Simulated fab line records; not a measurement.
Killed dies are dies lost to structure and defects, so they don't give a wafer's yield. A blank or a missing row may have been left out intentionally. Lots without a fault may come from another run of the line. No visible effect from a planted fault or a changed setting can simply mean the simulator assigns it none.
A struck lot beside a sound one ; flow gf180mcu ; 23 steps out of a route of 602
Sound: these wafers, L119.1, L119.3, L119.6. Struck: wafer L129.5 (left out: L129.1, L129.3 of the same lot, which were not struck); the cause appears at the end.
At each step with rows: each side's tool, then ch and its chambers, then its first start. Under that, the readings that differ: sound wafers ; struck wafers ; difference of the means ; sigmas: that difference in standard deviations of wafers without a fault.
alike: readings with means less than 2 such deviations apart, plus words and numbers identical on both sides. not compared: withheld readings, readings lacking a value on some wafer, bounds such as >300 that could conceal the same value, and numbers that have no deviation in the record and whose values overlap.
Wherever a step has rows on one side only, a row that says differs or no value, or a row with sigmas, the two part there. When numbers do not overlap yet have no deviation, they are printed without sigmas and do not part them. A reading that every wafer of one side lacks parts them only if that side has two wafers or more.

first, 5 steps without rows for these wafers: GF_MVSD_COAT_02 (resist thk 3000 nm); GF_MVSD_SOFTBAKE_03; GF_MVSD_EXPOSE_04 (exposes mask MVSD, target cd 1000 nm); GF_MVSD_PEB_05; GF_MVSD_DEVELOP_06 (develop time 60 s).
GF_MVSD_OVL_MEAS_07:
  sound on overlay-02, day 4 09:27; struck on overlay-01, day 7 04:08
reading;sound;struck;difference;sigmas
MVSD_OVL (nm);0.8 2.4 0.2;-1.8;-2.9;-2
then, 2 steps without rows for these wafers: GF_MVSD_IMPLANT_08; GF_MVSD_IMPLANT_09.
GF_MVSD_STRIP_10: strips in O2/N2.
  sound on plasma-asher-01 ch 0,1, day 4 09:47; struck on plasma-asher-01 ch 1, day 7 04:28
  alike: drypump-motor-current-A, heater-power-w, n2-flow-sccm, oes-product-au, platen-temp-c, strip-time-to-endpoint-s
  not compared: rf-hours-counter-h
GF_MVSD_TW_MEAS_11:
  sound on film-metro-02, day 4 09:53; struck on film-metro-04, day 7 04:34
  alike: MVSD_TW
then, 2 steps without rows for these wafers: GF_MVPSD_DEHYDRATE_00 (time 60 s); GF_MVPSD_HMDS_01 (prime time 60 s).
GF_MVPSD_COAT_02: resist thk 3000 nm.
  sound on litho-track-02 ch 0, day 4 16:30; struck on litho-track-02 ch 0, day 7 11:57
reading;sound;struck;difference;sigmas
model.coat_of_MVPSD_COAT_02.thk-nm (nm);2994 2996 2988;1554;-1439;
  alike: resist-line-temp-C
then, 3 steps without rows for these wafers: GF_MVPSD_SOFTBAKE_03; GF_MVPSD_EXPOSE_04 (exposes mask MVPSD, target cd 1000 nm); GF_MVPSD_PEB_05.
GF_MVPSD_DEVELOP_06: develop time 60 s.
  sound on litho-track-02 ch 0; struck on litho-track-02 ch 0
reading;sound;struck;difference;sigmas
resist-line-temp-C (C);22.97 23.06 23.08;22.77;-0.27;-2
model.coat_of_MVPSD_COAT_02.thk-nm (nm);2993 2995 2987;1553;-1439;
GF_MVPSD_OVL_MEAS_07:
  sound on overlay-01, day 4 23:42; struck on overlay-01, day 7 19:33
  alike: MVPSD_OVL
then, 2 steps without rows for these wafers: GF_MVPSD_IMPLANT_08; GF_MVPSD_IMPLANT_09.
GF_MVPSD_STRIP_10: strips in O2/N2.
  sound on plasma-asher-02 ch 0,1, day 5 00:02; struck on plasma-asher-03 ch 1, day 7 19:53
reading;sound;struck;difference;sigmas
drypump-motor-current-A (A);6.2 5.9 6.1;5.4;-0.7;-2
strip-time-to-endpoint-s (s);36.86 36.91 36.81;20.10;-16.76;-99 or more
  alike: heater-power-w, n2-flow-sccm, oes-product-au, platen-temp-c
  not compared: rf-hours-counter-h
GF_MVPSD_TW_MEAS_11:
  sound on film-metro-03, day 5 00:08; struck on film-metro-04, day 7 19:59
  alike: MVPSD_TW
-- the record jumps here: 24 days lie between the struck wafers' starts before and after (it left off in module MVPSD and takes up again in module PASSIVATION, whose first step shown is number 602 of the route) --
GF_PASSIVATION_PROBE_99:
  sound on prober-02, day 29 03:24; struck on prober-02, day 32 06:27
reading;sound;struck;difference;sigmas
model.etest.ldpmos_10p0.r-on-ohm-um;1.114e+04 1.099e+04 1.105e+04;1.089e+04;-1.700e+02;
  not compared: model.etest.ldpmos_10p0.drive-ua-um

## WHERE THEY PART
Earliest at GF_MVSD_OVL_MEAS_07; latest, in this record, at GF_MVPSD_STRIP_10. Later steps at which nothing parts them and some readings are alike: GF_MVPSD_TW_MEAS_11.

WHY: the cause the simulator had injected
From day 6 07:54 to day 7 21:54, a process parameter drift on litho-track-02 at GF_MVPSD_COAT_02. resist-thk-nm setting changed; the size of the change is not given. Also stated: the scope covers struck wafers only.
